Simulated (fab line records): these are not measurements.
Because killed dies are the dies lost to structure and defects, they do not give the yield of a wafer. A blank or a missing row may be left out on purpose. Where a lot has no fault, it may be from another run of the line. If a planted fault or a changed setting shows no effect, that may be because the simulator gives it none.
Tool commonality check | flow sky130 | Sampled: 9 lots, 39 wafers

## WHY IT WAS OPENED
At SKY_VT_ADJUST_HVTR_TW_MEAS_11 the reading VT_ADJUST_HVTR_TW is flagged on 4 of 9 lots. Wafers without a fault read 209.8, standard deviation 1.7.
Rule: a lot is flagged when every wafer of it that has a number lies more than 4 standard deviations from that mean, or none has a number. The other lots count as sound.

lot  | measured     | on            | VT_ADJUST_HVTR_TW, wafer by wafer   | flag
L299 | day 9 15:45  | film metro-04 | 208.5 207.7 207.8                   |
L300 | day 9 20:21  | film metro-02 | 211.2 211.2 213.0                   |
L301 | day 10 05:03 | film metro-03 | 207.8 207.8 207.2                   |
L302 | day 10 12:16 | film metro-02 | 210.0 210.8 210.5                   |
L303 | day 10 19:37 | film metro-03 | 207.3 207.9 208.2                   |
L306 | day 11 17:52 | film metro-04 | 303.3 303.5 304.6 305.8 303.7 306.5 | FLAGGED
L307 | day 12 06:15 | film metro-04 | 303.1 301.9 302.7 303.4 301.9 302.9 | FLAGGED
L308 | day 12 06:50 | film metro-04 | 300.7 302.2 301.6 303.2 304.4 302.7 | FLAGGED
L309 | day 12 15:35 | film metro-03 | 300.8 302.3 300.2 301.7 301.9 301.1 | FLAGGED
On average the flagged lots' numbers are 302.8, which is +93.0 against the usual, or +55 standard deviations.

## TOOL THAT RAN EACH LOT
The record keeps 1 process step preceding the reading, out of 708 steps on the route. Each cell gives the tool, then ch followed by the chambers the sampled wafers passed through, then the start.
lot  | flag    | SKY_VT_ADJUST_HVTR_IMPLANT_09
L299 |         | implanter-03 ch 0, day 9 15:30
L300 |         | implanter-02 ch 0, day 9 20:09
L301 |         | implanter-03 ch 0, day 10 04:48
L302 |         | implanter-02 ch 0, day 10 12:02
L303 |         | implanter-01 ch 0, day 10 19:23
L306 | FLAGGED | implanter-02 ch 0, day 11 17:37
L307 | FLAGGED | implanter-01 ch 0, day 12 06:00
L308 | FLAGGED | implanter-03 ch 0, day 12 06:36
L309 | FLAGGED | implanter-01 ch 0, day 12 15:21
These steps, and what they do:
- SKY_VT_ADJUST_HVTR_IMPLANT_09
- SKY_VT_ADJUST_HVTR_TW_MEAS_11

## FLAGGED OVER TOTAL, TOOL BY TOOL (the gauges that took the reading come last)
step                          | tool          | lots run | flagged | share of the flagged lots | sound lots run after its first flagged lot
SKY_VT_ADJUST_HVTR_IMPLANT_09 | implanter-01  | 3        | 2       | some                      | 0
SKY_VT_ADJUST_HVTR_IMPLANT_09 | implanter-02  | 3        | 1       | some                      | 0
SKY_VT_ADJUST_HVTR_IMPLANT_09 | implanter-03  | 3        | 1       | some                      | 0
SKY_VT_ADJUST_HVTR_TW_MEAS_11 | film metro-02 | 2        | 0       | none                      | -
SKY_VT_ADJUST_HVTR_TW_MEAS_11 | film metro-03 | 3        | 1       | some                      | 0
SKY_VT_ADJUST_HVTR_TW_MEAS_11 | film metro-04 | 4        | 3       | some                      | 0

## WHAT IS ALLOWED BY THE TABLE
No row of the table ran every flagged lot.

## WHAT THE SIMULATOR HAD INSERTED
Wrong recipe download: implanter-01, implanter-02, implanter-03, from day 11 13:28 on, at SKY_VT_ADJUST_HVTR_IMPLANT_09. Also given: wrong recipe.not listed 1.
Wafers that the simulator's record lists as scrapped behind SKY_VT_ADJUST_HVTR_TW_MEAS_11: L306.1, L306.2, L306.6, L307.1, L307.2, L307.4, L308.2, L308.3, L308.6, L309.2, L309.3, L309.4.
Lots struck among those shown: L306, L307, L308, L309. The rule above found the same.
